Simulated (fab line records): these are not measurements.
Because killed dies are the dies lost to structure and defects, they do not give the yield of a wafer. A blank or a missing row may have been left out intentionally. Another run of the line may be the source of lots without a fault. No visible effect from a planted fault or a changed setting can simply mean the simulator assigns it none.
The tool behind it: which one?    flow gf180mcu    route of 602 steps, sampled at 1 step: 7 lots, 21 wafers

## WHAT THE GAUGES SHOWED, per wafer
GF_V3_OVL_MEAS_15.
lot   measured      on          V3_OVL (nm)
L282  day 23 14:08  overlay-01  6 -2 3
L289  day 25 22:00  overlay-02  -8 -6 1
L291  day 26 16:08  overlay-02  -4 -11 1
L295  day 27 16:48  overlay-01  4 -3 -13
L298  day 28 13:02  overlay-01  2 0 -6
L300  day 29 04:02  overlay-01  3 2 0
L302  day 29 18:20  overlay-02  11 4 5

## EACH LOT AND THE TOOL THAT RAN IT (in order: tool; ch and the chambers of the sampled wafers; start)
The record holds no process step before these readings.

## THE ANSWER, worked out from the rows above alone
Rule: usual is defined by the lots themselves. Put in order of their means at a reading, lots are off if they are a third of the lots or fewer, leave a main group of 4 or more, and stand apart from it by a gap of 3 or more times the standard deviation of the main group's means; of several such gaps the widest counts. The tables above print the reading to a certain number of digits; a main group whose means all agree to those digits is not used. A lot without any number at a reading at which 4 lots or more have one is off too. The other lots that the step has rows for count as sound.
No lot is off at any reading shown: from this, nothing can be told.

## WHAT THE SIMULATOR HAD INSERTED
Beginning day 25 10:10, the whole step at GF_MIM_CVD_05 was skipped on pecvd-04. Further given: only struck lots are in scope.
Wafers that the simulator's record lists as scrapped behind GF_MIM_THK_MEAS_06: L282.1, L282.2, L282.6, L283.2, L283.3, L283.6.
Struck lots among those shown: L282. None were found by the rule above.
